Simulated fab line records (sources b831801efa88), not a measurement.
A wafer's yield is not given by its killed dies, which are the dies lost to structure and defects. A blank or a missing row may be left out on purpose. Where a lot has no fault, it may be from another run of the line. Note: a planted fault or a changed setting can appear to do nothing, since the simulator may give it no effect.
fab line records	flow sky130
[record] lots = 13	wafers = 39	last-day = 51
route steps=708 shown FIELD_ISO@3 DNWELL@41 PWDE@54 VT_ADJUST_HVTP@92 PAD_OPEN@708
lots untouched by any fault: they come from a run of this same line in which no faults occurred
start-h: hours from the record's opening day to when the first of the lot's shown wafers began	wait-h: hours elapsed since this lot's preceding step	" the same as in the row above	L1.1+2: a row that stands for several wafers	- no value, or no start was given	* or withheld: withheld	< > ~ a bound
route shown NAME@n: names a module that has steps shown in the file, with the first one's number in the route	usual: mean/standard deviation of fault-free wafers	same: alike in all rows	chamber/n: place in a boat	sites: readings site by site	_std_site: the values' standard deviation	_edge_site: outer sites' mean less inner sites'	radius-mm: how far each site lies from the wafer's centre	mask NAME#n: copy n	behind: tool/chamber where the wafer was last shaped	hold: why the lot went on hold/how many hours it stayed there/how the hold came to an end	device: transistor that didn't switch, given as n, p or np	end of line: the tests these same wafers got at the end of their route	where a step has no rows: the recipe by itself	killed: dies that structure and defects cost at the first sort, which is not the same as the wafer's yield	map: shows each die of a wafer: x if killed, . if not, _ if none is there
set.NAME: setting as actually run; set.NAME@STEP: the setting as run at that earlier step	model.NAME: the simulator's own value behind a step, which no gauge read
the route's steps for a sample of lots (tables are steps, rows are wafers)
services: when a tool's chamber went out of use (start-h, in hours from the record's first day, below 0 if earlier), for how many hours, and the reason
[[steps]]
[step SKY_FIELD_ISO_THK_MEAS_02]
[recipe] reads = SiO2_of_FIELD_ISO_OXIDATION_01
[usual] FIELD_ISO_OXIDATION_00_THK = 12.03/0.22
lot.wafer	tool	chamber	start-h	wait-h	FIELD_ISO_OXIDATION_00_THK[nm]
L704.1	film-metro-02	-	22.71	0.0	12.22
L704.3	"	-	"	"	11.74
L704.5	"	-	"	"	12.04
L705.1	film-metro-04	-	22.71	0.0	12.17
L705.5	"	-	"	"	12.20
L705.6	"	-	"	"	12.25
L706.3	film-metro-04	-	27.41	0.0	12.24
L706.5	"	-	"	"	12.21
L706.6	"	-	"	"	12.21
L708.1	film-metro-04	-	36.63	0.0	12.22
L708.2	"	-	"	"	12.14
L708.3	"	-	"	"	12.11
L709.1	film-metro-03	-	42.67	0.0	12.07
L709.3	"	-	"	"	12.10
L709.4	"	-	"	"	12.28
L710.1	film-metro-02	-	47.50	0.0	11.96
L710.2	"	-	"	"	12.03
L710.3	"	-	"	"	12.17
L711.1	film-metro-03	-	52.34	0.0	12.10
L711.2	"	-	"	"	12.20
L711.3	"	-	"	"	12.22
L714.4	film-metro-02	-	67.87	0.0	12.09
L714.5	"	-	"	"	12.00
L714.6	"	-	"	"	12.00
L719.1	film-metro-02	-	91.63	0.0	11.79
L719.2	"	-	"	"	11.88
L719.3	"	-	"	"	11.89
L720.1	film-metro-04	-	97.24	0.0	11.84
L720.5	"	-	"	"	11.96
L720.6	"	-	"	"	11.86
L723.2	film-metro-04	-	112.49	0.0	11.78
L723.3	"	-	"	"	11.95
L723.6	"	-	"	"	11.86
L724.2	film-metro-04	-	116.64	0.0	11.59
L724.3	"	-	"	"	11.64
L724.6	"	-	"	"	11.75
L725.4	film-metro-02	-	122.10	0.0	11.63
L725.5	"	-	"	"	11.84
L725.6	"	-	"	"	11.63
[step SKY_DNWELL_DEVELOP_06]
[recipe] wall-angle-deg = 90	developer = TMAH	develop-time-s = 60	dev-temp-c = 23
lot.wafer	tool	chamber	start-h	wait-h
L705.1+5+6	litho-track-04	0	63	-
L704.1+3+5	litho-track-02	0	64	-
L706.3+5+6	litho-track-03	0	70	-
L708.1+2+3	litho-track-02	0	79	-
L709.1+3+4	litho-track-03	0	85	-
L710.1+2+3	litho-track-04	0	93	-
L711.1+2+3	litho-track-03	0	96	-
L714.4+5+6	litho-track-03	0	115	-
L719.1+2+3	litho-track-03	0	141	-
L720.1+5+6	litho-track-03	0	145	-
L723.2+3+6	litho-track-04	0	162	-
L724.2+3+6	litho-track-04	0	170	-
L725.4+5+6	litho-track-02	0	175	-
[step SKY_DNWELL_TW_MEAS_09]
[usual] DNWELL_TW = 1113/9.9
lot.wafer	tool	chamber	start-h	wait-h	DNWELL_TW
L705.1	film-metro-01	-	63.72	0.1	1098
L705.5	"	-	"	"	1097
L705.6	"	-	"	"	1105
L704.1	film-metro-02	-	65.31	0.1	1129
L704.3	"	-	"	"	1121
L704.5	"	-	"	"	1127
L706.3	film-metro-04	-	70.66	0.1	1114
L706.5	"	-	"	"	1112
L706.6	"	-	"	"	1121
L708.1	film-metro-01	-	80.01	0.1	1110
L708.2	"	-	"	"	1103
L708.3	"	-	"	"	1102
L709.1	film-metro-01	-	86.39	0.1	1106
L709.3	"	-	"	"	1107
L709.4	"	-	"	"	1108
L710.1	film-metro-04	-	94.37	0.1	1112
L710.2	"	-	"	"	1116
L710.3	"	-	"	"	1123
L711.1	film-metro-01	-	97.24	0.1	1100
L711.2	"	-	"	"	1103
L711.3	"	-	"	"	1101
L714.4	film-metro-02	-	116.02	0.1	1134
L714.5	"	-	"	"	1125
L714.6	"	-	"	"	1132
L719.1	film-metro-04	-	141.69	0.1	512
L719.2	"	-	"	"	1110
L719.3	"	-	"	"	514
L720.1	film-metro-01	-	146.39	0.1	510
L720.5	"	-	"	"	1113
L720.6	"	-	"	"	516
L723.2	film-metro-04	-	162.88	0.1	1118
L723.3	"	-	"	"	1116
L723.6	"	-	"	"	1120
L724.2	film-metro-01	-	171.23	0.1	1102
L724.3	"	-	"	"	1099
L724.6	"	-	"	"	1102
L725.4	film-metro-01	-	176.19	0.1	1105
L725.5	"	-	"	"	1102
L725.6	"	-	"	"	1101
[step SKY_PWDE_STRIP_09]
[recipe] chemistry = O2/N2	power-w = 1400	pressure-mtorr = 1500	platen-temp-c = withheld	o2-flow-sccm = 3000	n2-flow-sccm = 300	overash-fraction = 0.5
[usual] chamber-pressure-mTorr = 1499.9/1.5	drypump-motor-current-A = 5.7/0.41	oes-product-au = 0.723/0.0047	strip-time-to-endpoint-s = 36.87/0.12
lot.wafer	tool	chamber	start-h	wait-h	chamber-pressure-mTorr	drypump-motor-current-A	oes-product-au	rf-hours-counter-h	strip-time-to-endpoint-s
L705.1	plasma-asher-03	0	80.29	0.1	1498.0	5.4	0.719	39	37.06
L705.5	"	1	"	"	1505.1	5.2	0.713	-	36.91
L705.6	"	0	"	"	1499.1	5.4	0.719	-	36.95
L704.1	plasma-asher-04	0	82.20	0.1	1498.4	5.2	0.732	25	36.94
L704.3	"	1	"	"	1500.0	6.1	0.721	-	36.90
L704.5	"	0	"	"	1501.0	5.3	0.712	-	36.83
L706.3	plasma-asher-02	1	88.13	0.1	1500.3	6.1	0.717	-	36.79
L706.5	"	1	"	"	1498.8	6.1	0.718	-	36.70
L706.6	"	0	"	"	1500.2	6.0	0.728	-	36.84
L708.1	plasma-asher-04	1	98.44	0.1	1499.7	6.1	0.724	27	37.01
L708.2	"	0	"	"	1499.7	5.3	0.728	27	36.99
L708.3	"	0	"	"	1501.3	5.2	0.717	-	36.94
L709.1	plasma-asher-04	1	104.51	0.1	1499.2	6.1	0.722	27	36.98
L709.3	"	0	"	"	1501.0	5.3	0.716	-	36.88
L709.4	"	1	"	"	1500.3	6.2	0.725	-	36.85
L710.1	plasma-asher-03	0	113.05	0.1	1499.7	5.4	0.725	43	36.70
L710.2	"	1	"	"	1500.9	5.2	0.719	43	36.71
L710.3	"	0	"	"	1498.4	5.4	0.721	-	36.80
L711.1	plasma-asher-04	0	115.55	0.1	1497.6	5.3	0.725	28	36.88
L711.2	"	1	"	"	1497.9	6.1	0.729	28	36.79
L711.3	"	1	"	"	1502.3	6.1	0.719	-	36.84
L714.4	plasma-asher-03	0	135.68	0.1	1501.0	5.4	0.725	-	36.97
L714.5	"	1	"	"	1499.9	5.2	0.714	-	36.92
L714.6	"	0	"	"	1500.3	5.5	0.727	-	36.99
L719.1	plasma-asher-04	1	162.16	0.1	1500.7	6.1	0.723	33	37.04
L719.2	"	0	"	"	1499.9	5.3	0.723	33	37.14
L719.3	"	0	"	"	1499.6	5.3	0.725	-	37.11
L720.1	plasma-asher-04	1	166.26	0.1	1499.1	6.1	0.716	33	36.87
L720.5	"	0	"	"	1498.5	5.3	0.726	-	36.82
L720.6	"	1	"	"	1498.6	6.1	0.728	-	36.83
L723.2	plasma-asher-04	0	184.14	0.1	1502.6	5.3	0.724	35	36.72
L723.3	"	1	"	"	1501.1	6.1	0.725	-	36.64
L723.6	"	0	"	"	1499.9	5.3	0.722	-	36.67
L724.2	plasma-asher-04	0	192.59	0.1	1499.1	5.2	0.723	36	36.91
L724.3	"	1	"	"	1500.8	6.1	0.720	-	36.70
L724.6	"	0	"	"	1501.8	5.2	0.732	-	36.80
L725.4	plasma-asher-03	1	198.09	0.1	1500.5	5.2	0.714	-	36.94
L725.5	"	0	"	"	1500.0	5.4	0.723	-	36.97
L725.6	"	1	"	"	1500.7	5.2	0.723	-	36.96
[step SKY_VT_ADJUST_HVTP_CD_MEAS_07]
[recipe] target-cd-nm = 380
[usual] cd-nm = 380.2/2.4
lot.wafer	tool	chamber	start-h	wait-h	cd-nm
L705.1	cd-sem-01	-	137.86	0.1	378.5
L705.5	"	-	"	"	378.1
L705.6	"	-	"	"	378.8
L704.1	cd-sem-01	-	140.01	0.1	382.3
L704.3	"	-	"	"	383.8
L704.5	"	-	"	"	379.7
L706.3	cd-sem-01	-	147.13	0.1	384.6
L706.5	"	-	"	"	383.1
L706.6	"	-	"	"	383.3
L708.1	cd-sem-02	-	158.21	0.1	378.3
L708.2	"	-	"	"	378.4
L708.3	"	-	"	"	378.8
L709.1	cd-sem-02	-	163.36	0.1	380.2
L709.3	"	-	"	"	379.4
L709.4	"	-	"	"	378.9
L710.1	cd-sem-02	-	173.29	0.1	382.5
L710.2	"	-	"	"	381.9
L710.3	"	-	"	"	378.1
L711.1	cd-sem-02	-	175.34	0.1	383.4
L711.2	"	-	"	"	379.2
L711.3	"	-	"	"	382.8
L714.4	cd-sem-02	-	198.02	0.1	381.0
L714.5	"	-	"	"	381.0
L714.6	"	-	"	"	381.0
L719.1	cd-sem-01	-	228.61	0.1	377.7
L719.2	"	-	"	"	378.1
L719.3	"	-	"	"	375.9
L720.1	cd-sem-02	-	232.91	0.1	379.8
L720.5	"	-	"	"	379.2
L720.6	"	-	"	"	381.3
L723.2	cd-sem-02	-	253.36	0.1	376.4
L723.3	"	-	"	"	379.2
L723.6	"	-	"	"	378.2
L724.2	cd-sem-02	-	263.06	0.1	378.6
L724.3	"	-	"	"	377.7
L724.6	"	-	"	"	377.9
L725.4	cd-sem-02	-	267.02	0.1	384.8
L725.5	"	-	"	"	382.4
L725.6	"	-	"	"	381.6
[step SKY_PAD_OPEN_PROBE_99]
[usual] killed_at_M0_to_M3 = 43/6.9	killed_at_M4_up = 3.2/1.6	killed-at-contacts = 25/5.1	killed-at-front-end = 16/4.5	killed-at-other = 0.3/0.68	killed-dies = 87/8.9	killed-on-rim = 16/3.6	killed-open = 48/6.9	killed-short = 39/6.3
[same] gross-dies = 492	killed-at-back-side = 0
lot.wafer	tool	chamber	start-h	wait-h	killed_at_M0_to_M3	killed_at_M4_up	killed-at-contacts	killed-at-front-end	killed-at-other	killed-dies	killed-on-rim	killed-open	killed-short
L704.1	prober-02	-	1114.58	0.1	39	3	31	6	0	79	13	43	36
L704.3	prober-02	-	1114.68	0.2	36	4	24	26	1	91	14	43	48
L704.5	prober-02	-	1114.78	0.2	40	2	26	22	0	90	19	45	45
L705.1	prober-01	-	1114.75	0.1	45	4	24	21	0	94	15	52	42
L705.5	prober-01	-	1114.95	0.2	33	7	24	21	0	85	20	42	42
L705.6	prober-01	-	1115.00	0.2	42	3	21	15	0	81	15	53	28
L706.3	prober-02	-	1119.64	0.2	33	2	30	14	0	79	20	37	42
L706.5	prober-02	-	1119.74	0.2	38	2	17	15	0	72	14	47	25
L706.6	prober-02	-	1119.79	0.2	54	3	22	15	1	95	15	45	50
L708.1	prober-01	-	1128.88	0.1	40	2	22	19	3	86	13	45	41
L708.2	prober-01	-	1128.93	0.1	39	1	29	22	0	91	15	54	37
L708.3	prober-01	-	1128.98	0.2	49	1	23	22	1	96	20	53	43
L709.1	prober-02	-	1131.57	0.1	40	2	32	14	0	88	13	42	45
L709.3	prober-02	-	1131.67	0.2	26	3	28	11	1	69	11	35	33
L709.4	prober-02	-	1131.72	0.2	63	4	27	16	0	110	18	68	41
L710.1	prober-01	-	1141.63	0.1	44	5	20	10	0	79	13	39	40
L710.2	prober-01	-	1141.68	0.1	34	3	25	10	0	72	13	40	32
L710.3	prober-01	-	1141.73	0.2	43	5	30	11	0	89	13	48	41
L711.1	prober-02	-	1141.95	0.1	42	4	24	14	1	85	14	47	38
L711.2	prober-02	-	1142.00	0.1	45	6	21	16	1	89	12	34	55
L711.3	prober-02	-	1142.05	0.2	53	3	19	15	1	91	20	48	42
L714.4	prober-01	-	1164.98	0.2	36	3	27	12	0	78	25	44	34
L714.5	prober-01	-	1165.03	0.2	28	4	28	15	0	75	20	41	34
L714.6	prober-01	-	1165.08	0.2	36	3	26	13	0	78	17	48	30
L719.1	prober-02	-	1190.78	0.1	46	2	18	426	0	492	96	39	43
L719.2	prober-02	-	1190.83	0.1	33	3	22	18	0	76	19	39	37
L719.3	prober-02	-	1190.88	0.2	42	4	24	422	0	492	96	43	35
L720.1	prober-01	-	1190.89	0.1	43	2	16	431	0	492	96	42	41
L720.5	prober-01	-	1191.09	0.2	39	4	26	11	0	80	15	44	35
L720.6	prober-01	-	1191.14	0.2	46	1	25	420	0	492	96	50	37
L723.2	prober-01	-	1204.54	0.1	31	3	17	17	0	68	12	30	38
L723.3	prober-01	-	1204.59	0.2	42	5	30	21	0	98	19	49	49
L723.6	prober-01	-	1204.74	0.2	36	4	21	19	0	80	15	37	43
L724.2	prober-01	-	1212.70	0.1	46	1	23	14	2	86	14	43	43
L724.3	prober-01	-	1212.75	0.2	50	2	15	16	2	85	16	49	35
L724.6	prober-01	-	1212.90	0.2	36	3	28	15	2	84	16	47	37
L725.4	prober-02	-	1213.18	0.2	50	4	26	19	0	99	16	52	47
L725.5	prober-02	-	1213.23	0.2	45	2	20	21	2	90	20	52	37
L725.6	prober-02	-	1213.28	0.2	40	7	30	19	0	96	21	44	51
// killed by level:class
L704.1 LI_CONTACT:geometric-particle:open=9 CONTACT:geometric-particle:open=9 VIA2:geometric-particle:open=9 VIA1:geometric-particle:short=6 VIA1:geometric-particle:open=6 LOCAL_INTERCONNECT:geometric-particle:short=5 VIA3:geometric-particle:open=5 CONTACT:geometric-particle:short=4
L704.3 CONTACT:geometric-particle:open=9 METAL2:geometric-particle:short=7 LI_CONTACT:geometric-particle:open=7 VIA1:geometric-particle:open=7 POLY_GATE:geometric-particle:open=6 POLY_GATE:geometric-particle:short=5 CONTACT:geometric-particle:short=5 VIA3:geometric-particle:open=5
L705.1 VIA1:geometric-particle:open=12 CONTACT:geometric-particle:open=10 LI_CONTACT:geometric-particle:open=8 FIELD_ISO:geometric-particle:short=7 METAL1:geometric-particle:short=7 VIA2:geometric-particle:open=6 CONTACT:geometric-particle:short=5 METAL2:geometric-particle:short=5
L704.5 CONTACT:geometric-particle:open=11 VIA2:geometric-particle:open=9 POLY_GATE:geometric-particle:short=8 VIA3:geometric-particle:open=7 VIA1:geometric-particle:open=7 CONTACT:geometric-particle:short=6 FIELD_ISO:geometric-particle:short=5 LI_CONTACT:geometric-particle:open=4
L705.5 CONTACT:geometric-particle:open=12 VIA2:geometric-particle:open=7 VIA1:geometric-particle:short=7 FIELD_ISO:geometric-particle:open=6 POLY_GATE:geometric-particle:short=6 METAL1:geometric-particle:short=5 CONTACT:geometric-particle:short=4 METAL4:geometric-particle:short=4
L705.6 VIA1:geometric-particle:open=18 CONTACT:geometric-particle:open=9 VIA3:geometric-particle:open=6 FIELD_ISO:geometric-particle:short=5 CONTACT:geometric-particle:short=5 VIA3:geometric-particle:short=5 VIA2:geometric-particle:open=5 POLY_GATE:geometric-particle:open=4
L706.3 CONTACT:geometric-particle:open=11 METAL1:geometric-particle:short=8 LOCAL_INTERCONNECT:geometric-particle:short=7 CONTACT:geometric-particle:short=6 LI_CONTACT:geometric-particle:open=6 VIA2:geometric-particle:open=5 VIA3:geometric-particle:open=5 POLY_GATE:geometric-particle:open=4
L706.5 VIA1:geometric-particle:open=11 VIA3:geometric-particle:open=8 CONTACT:geometric-particle:open=6 VIA2:geometric-particle:open=6 LI_CONTACT:geometric-particle:open=5 POLY_GATE:geometric-particle:open=4 FIELD_ISO:geometric-particle:short=3 FIELD_ISO:geometric-particle:open=3
L706.6 VIA1:geometric-particle:open=11 VIA2:geometric-particle:open=10 VIA1:geometric-particle:short=9 CONTACT:geometric-particle:open=7 FIELD_ISO:geometric-particle:short=6 METAL2:geometric-particle:short=6 CONTACT:geometric-particle:short=4 LOCAL_INTERCONNECT:geometric-particle:short=4
L708.1 VIA2:geometric-particle:open=8 VIA1:geometric-particle:open=8 CONTACT:geometric-particle:open=7 POLY_GATE:geometric-particle:open=6 LI_CONTACT:geometric-particle:open=6 METAL2:geometric-particle:short=6 POLY_GATE:geometric-particle:short=4 LOCAL_INTERCONNECT:geometric-particle:short=4
L708.2 CONTACT:geometric-particle:open=14 VIA1:geometric-particle:open=10 LI_CONTACT:geometric-particle:open=9 FIELD_ISO:geometric-particle:short=7 VIA3:geometric-particle:open=7 VIA3:geometric-particle:short=5 VIA2:geometric-particle:open=4 VIA2:geometric-particle:short=4
L708.3 VIA1:geometric-particle:open=15 LI_CONTACT:geometric-particle:open=9 CONTACT:geometric-particle:open=9 VIA1:geometric-particle:short=8 FIELD_ISO:geometric-particle:short=7 METAL2:geometric-particle:short=7 VIA2:geometric-particle:open=7 POLY_GATE:geometric-particle:open=5
L709.1 LI_CONTACT:geometric-particle:open=9 CONTACT:geometric-particle:open=9 METAL1:geometric-particle:short=6 VIA1:geometric-particle:short=6 VIA1:geometric-particle:open=6 CONTACT:geometric-particle:short=5 VIA3:geometric-particle:open=5 POLY_GATE:geometric-particle:short=4
L709.3 VIA1:geometric-particle:open=9 LI_CONTACT:geometric-particle:open=8 LOCAL_INTERCONNECT:geometric-particle:short=7 POLY_GATE:geometric-particle:short=6 CONTACT:geometric-particle:open=6 CONTACT:geometric-particle:short=6 VIA3:geometric-particle:open=5 FIELD_ISO:geometric-particle:open=3
L709.4 VIA3:geometric-particle:open=13 VIA1:geometric-particle:open=12 CONTACT:geometric-particle:open=11 METAL1:geometric-particle:short=8 LI_CONTACT:geometric-particle:open=7 VIA2:geometric-particle:open=6 METAL2:geometric-particle:short=5 POLY_GATE:geometric-particle:open=4
L710.1 VIA1:geometric-particle:open=11 METAL1:geometric-particle:short=6 CONTACT:geometric-particle:short=5 CONTACT:geometric-particle:open=5 VIA1:geometric-particle:short=5 METAL2:geometric-particle:short=5 VIA2:geometric-particle:open=5 POLY_GATE:geometric-particle:short=4
L710.2 CONTACT:geometric-particle:open=10 VIA1:geometric-particle:open=8 VIA3:geometric-particle:open=8 LI_CONTACT:geometric-particle:open=5 LOCAL_INTERCONNECT:geometric-particle:short=5 METAL1:geometric-particle:short=5 FIELD_ISO:geometric-particle:short=4 POLY_GATE:geometric-particle:open=4
L710.3 VIA1:geometric-particle:open=12 CONTACT:geometric-particle:open=11 LI_CONTACT:geometric-particle:open=6 METAL1:geometric-particle:short=6 CONTACT:geometric-particle:short=5 VIA2:geometric-particle:short=5 VIA3:geometric-particle:open=5 LOCAL_INTERCONNECT:geometric-particle:short=4
L711.1 VIA1:geometric-particle:open=10 VIA1:geometric-particle:short=9 CONTACT:geometric-particle:open=8 LI_CONTACT:geometric-particle:open=6 VIA2:geometric-particle:open=6 CONTACT:geometric-particle:short=5 POLY_GATE:geometric-particle:open=4 METAL1:geometric-particle:short=4
L711.2 VIA1:geometric-particle:open=9 VIA1:geometric-particle:short=7 METAL2:geometric-particle:short=7 FIELD_ISO:geometric-particle:short=6 VIA3:geometric-particle:open=6 METAL1:geometric-particle:short=6 LI_CONTACT:geometric-particle:open=5 METAL4:geometric-particle:short=4
L711.3 VIA1:geometric-particle:open=15 VIA1:geometric-particle:short=9 CONTACT:geometric-particle:open=8 METAL1:geometric-particle:short=7 VIA3:geometric-particle:open=7 FIELD_ISO:geometric-particle:short=6 FIELD_ISO:geometric-particle:open=6 LI_CONTACT:geometric-particle:open=5
L714.4 CONTACT:geometric-particle:open=10 VIA1:geometric-particle:open=10 METAL2:geometric-particle:short=6 VIA2:geometric-particle:open=5 CONTACT:geometric-particle:short=5 POLY_GATE:geometric-particle:short=4 LI_CONTACT:geometric-particle:short=4 FIELD_ISO:geometric-particle:open=3
L714.5 CONTACT:geometric-particle:open=13 LI_CONTACT:geometric-particle:short=5 VIA1:geometric-particle:open=5 VIA1:geometric-particle:short=5 VIA2:geometric-particle:open=5 POLY_GATE:geometric-particle:short=4 VIA3:geometric-particle:open=4 LI_CONTACT:geometric-particle:open=4
L714.6 VIA1:geometric-particle:open=13 CONTACT:geometric-particle:open=11 VIA2:geometric-particle:open=7 CONTACT:geometric-particle:short=6 LOCAL_INTERCONNECT:geometric-particle:short=5 FIELD_ISO:geometric-particle:short=4 METAL1:geometric-particle:short=4 VIA3:geometric-particle:open=4
L719.1 DNWELL:area-develop=410 METAL2:geometric-particle:short=8 VIA3:geometric-particle:open=8 VIA2:geometric-particle:open=7 VIA2:geometric-particle:short=7 CONTACT:geometric-particle:open=6 VIA1:geometric-particle:open=5 LI_CONTACT:geometric-particle:short=4
L719.2 VIA3:geometric-particle:open=9 FIELD_ISO:geometric-particle:open=6 LI_CONTACT:geometric-particle:open=5 LOCAL_INTERCONNECT:geometric-particle:short=5 VIA1:geometric-particle:open=5 VIA2:geometric-particle:open=5 FIELD_ISO:geometric-particle:short=4 CONTACT:geometric-particle:short=4
L719.3 DNWELL:area-develop=414 CONTACT:geometric-particle:open=10 VIA2:geometric-particle:open=8 VIA1:geometric-particle:open=7 VIA3:geometric-particle:open=7 FIELD_ISO:geometric-particle:short=5 LI_CONTACT:geometric-particle:open=5 METAL1:geometric-particle:open=4
L720.1 DNWELL:area-develop=408 VIA1:geometric-particle:open=14 LI_CONTACT:geometric-particle:open=7 POLY_GATE:geometric-particle:short=6 METAL1:geometric-particle:short=6 FIELD_ISO:geometric-particle:open=5 VIA3:geometric-particle:open=5 FIELD_ISO:geometric-particle:short=4
L720.5 VIA3:geometric-particle:open=11 CONTACT:geometric-particle:short=10 VIA1:geometric-particle:open=9 LI_CONTACT:geometric-particle:open=7 CONTACT:geometric-particle:open=5 VIA2:geometric-particle:open=4 METAL4:geometric-particle:short=4 FIELD_ISO:geometric-particle:open=3
L720.6 DNWELL:area-develop=405 VIA1:geometric-particle:open=14 LI_CONTACT:geometric-particle:open=8 CONTACT:geometric-particle:open=7 VIA1:geometric-particle:short=7 VIA2:geometric-particle:open=6 POLY_GATE:geometric-particle:open=4 LI_CONTACT:geometric-particle:short=4
L723.2 POLY_GATE:geometric-particle:short=6 VIA1:geometric-particle:open=5 METAL2:geometric-particle:short=5 POLY_GATE:geometric-particle:open=4 CONTACT:geometric-particle:short=4 CONTACT:geometric-particle:open=4 VIA2:geometric-particle:open=4 LI_CONTACT:geometric-particle:open=3
L723.3 CONTACT:geometric-particle:open=14 FIELD_ISO:geometric-particle:open=7 FIELD_ISO:geometric-particle:short=6 LI_CONTACT:geometric-particle:open=6 CONTACT:geometric-particle:short=6 METAL1:geometric-particle:short=6 VIA1:geometric-particle:open=6 METAL2:geometric-particle:short=6
L723.6 FIELD_ISO:geometric-particle:open=9 CONTACT:geometric-particle:open=6 VIA1:geometric-particle:short=5 VIA3:geometric-particle:open=5 FIELD_ISO:geometric-particle:short=4 LOCAL_INTERCONNECT:geometric-particle:short=4 CONTACT:geometric-particle:short=4 METAL1:geometric-particle:short=4
L724.2 VIA1:geometric-particle:open=8 CONTACT:geometric-particle:open=8 LI_CONTACT:geometric-particle:open=7 FIELD_ISO:geometric-particle:open=6 CONTACT:geometric-particle:short=6 VIA2:geometric-particle:open=6 VIA1:geometric-particle:short=5 METAL1:geometric-particle:short=5
L724.3 VIA1:geometric-particle:open=13 METAL2:geometric-particle:short=10 VIA3:geometric-particle:open=9 VIA2:geometric-particle:open=6 FIELD_ISO:geometric-particle:short=4 LI_CONTACT:geometric-particle:open=4 CONTACT:geometric-particle:open=4 VIA1:geometric-particle:short=4
L724.6 CONTACT:geometric-particle:open=9 VIA1:geometric-particle:open=9 VIA3:geometric-particle:open=7 FIELD_ISO:geometric-particle:open=6 CONTACT:geometric-particle:short=6 VIA1:geometric-particle:short=6 VIA2:geometric-particle:open=4 LI_CONTACT:geometric-particle:short=4
L725.4 VIA1:geometric-particle:open=15 CONTACT:geometric-particle:open=9 CONTACT:geometric-particle:short=7 VIA3:geometric-particle:open=7 LOCAL_INTERCONNECT:geometric-particle:short=6 VIA1:geometric-particle:short=6 FIELD_ISO:geometric-particle:short=5 FIELD_ISO:geometric-particle:open=5
L725.5 VIA1:geometric-particle:open=16 CONTACT:geometric-particle:open=13 FIELD_ISO:geometric-particle:open=7 VIA3:geometric-particle:open=7 VIA3:geometric-particle:short=5 FIELD_ISO:geometric-particle:short=4 LOCAL_INTERCONNECT:geometric-particle:short=4 VIA2:geometric-particle:short=4
L725.6 CONTACT:geometric-particle:open=10 METAL1:geometric-particle:short=9 LI_CONTACT:geometric-particle:open=6 METAL2:geometric-particle:short=6 FIELD_ISO:geometric-particle:short=5 POLY_GATE:geometric-particle:open=5 LOCAL_INTERCONNECT:geometric-particle:short=5 CONTACT:geometric-particle:short=5
[[services]]
tool	chamber	start-h	hours	kind
plasma-asher-03	-	53.70	0.5	repair
plasma-asher-04	-	67.40	2.8	pm
plasma-asher-03	-	71.95	1.6	repair
plasma-asher-02	-	108.75	9.0	pm
plasma-asher-02	0	108.75	9.0	vent-cycle
plasma-asher-02	1	108.75	9.0	vent-cycle
plasma-asher-02	0	117.75	-	clean
plasma-asher-02	1	117.75	-	clean
plasma-asher-04	-	133.93	1.1	repair
[[key]]
[first-sign] step = SKY_DNWELL_TW_MEAS_09	reading = DNWELL_TW	direction = down	sigmas = 61	usual = 1113	struck = 513
[effect] step = SKY_PAD_OPEN_PROBE_99	reading = killed-at-front-end	direction = up	sigmas = 91	usual = 16	struck = 425
[more-kills-born-at] SKY_DNWELL_DEVELOP_06@litho-track-03 = 1637
met-at SKY_DNWELL_DEVELOP_06
struck-lots L719,L720
struck-wafers L719.1,L719.3,L720.1,L720.6
tester-left-out L719,L720
not-acting-at SKY_FIELD_ISO_THK_MEAS_02,SKY_PWDE_STRIP_09,SKY_VT_ADJUST_HVTP_CD_MEAS_07
onset-between 115 141
[fault] kind = process-parameter-drift	tool = litho-track-03	chamber = -	onset-h = 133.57	steps = SKY_DNWELL_DEVELOP_06	channel = develop-time-s	offset = *	shape = step	end-h = 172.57	scope = struck-wafers-only	acts-in = *	stated = *
// tester-left-out: of these lots the tester's yield and bins aren't shown, on N5 and GAA mostly nor the transistor test; their killed dies are dies lost to structure and defects alone, not to doping, threshold or leakage, so they don't give the yield
